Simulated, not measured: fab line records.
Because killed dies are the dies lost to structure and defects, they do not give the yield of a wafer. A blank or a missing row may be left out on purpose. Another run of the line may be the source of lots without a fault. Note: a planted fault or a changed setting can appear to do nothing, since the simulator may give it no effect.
2 desks, one fault	flow sfqLine	only its own numbers are on each desk; what lay behind them is given at the end

== FOR THE TOOL OWNER'S DESK: pvdSputter-03 ==
The tool's own readings at SFQ_TRILAYER_JJ_TRILAYER_DEP_SPUTTER_110 (material Al, target thk 8 nm, time 10.16 s): means of the sampled wafers that have a number, for each lot that ran on this tool. If a lot's mean is further than 4 standard deviations from the usual mean, the lot is out of limits and carries the mark OUT (the distance appears in the brackets).
Columns: A = cathodeDcPowerW at SFQ_TRILAYER_JJ_TRILAYER_DEP_SPUTTER_110, usual 500.00 W; B = chamberPressurePa at SFQ_TRILAYER_JJ_TRILAYER_DEP_SPUTTER_110, usual 0.4000 Pa; C = throttleValvePct at SFQ_TRILAYER_JJ_TRILAYER_DEP_SPUTTER_110, usual 29.5 %
lot	first seen here	A	B	C
L926	day 46 19:11	500.07	0.3997	29.3
L936	day 54 19:22	520.37 (+99 or more) OUT	0.3998	29.1
This desk's verdict: out of limits on L936, starting with L936 at day 54 19:22 (cathodeDcPowerW at SFQ_TRILAYER_JJ_TRILAYER_DEP_SPUTTER_110). L926 stayed within limits.

== AT THE METROLOGY DESK ==
Lot by lot, what the gauges showed, no matter which tool ran the lot: averages of those sampled wafers that carry a number. If a lot's mean is further than 4 standard deviations from the usual mean, the lot is out of limits and carries the mark OUT (the distance appears in the brackets).
Columns: A = I4_OVL at SFQ_I4_OVL_MEAS_928, usual 0 nm
lot	first seen here	A
L925	day 46 15:43	-9
L926	day 46 18:07	5
L936	day 54 18:17	3
L942	day 55 18:13	-9
L944	day 56 00:13	-6
This desk found nothing out of limits on any of the 5 lots.

== BROUGHT TOGETHER ==
The tool owner's desk had the chance to raise an alarm at day 54 19:22 on L936.
The metrology desk saw nothing out of limits.
The metrology desk has L936 on record, within its limits.
Every lot named ran SFQ_TRILAYER_JJ_TRILAYER_DEP_SPUTTER_110 on pvdSputter-03.

== WHAT THE SIMULATOR HAD PUT IN ==
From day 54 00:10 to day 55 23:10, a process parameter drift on pvdSputter-03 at SFQ_TRILAYER_JJ_TRILAYER_DEP_SPUTTER_110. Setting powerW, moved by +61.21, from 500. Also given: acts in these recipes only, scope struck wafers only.
Lots struck among those shown: L936.
Each desk's first reading out of limits, in hours after the fault started: the tool owner's desk, 19.
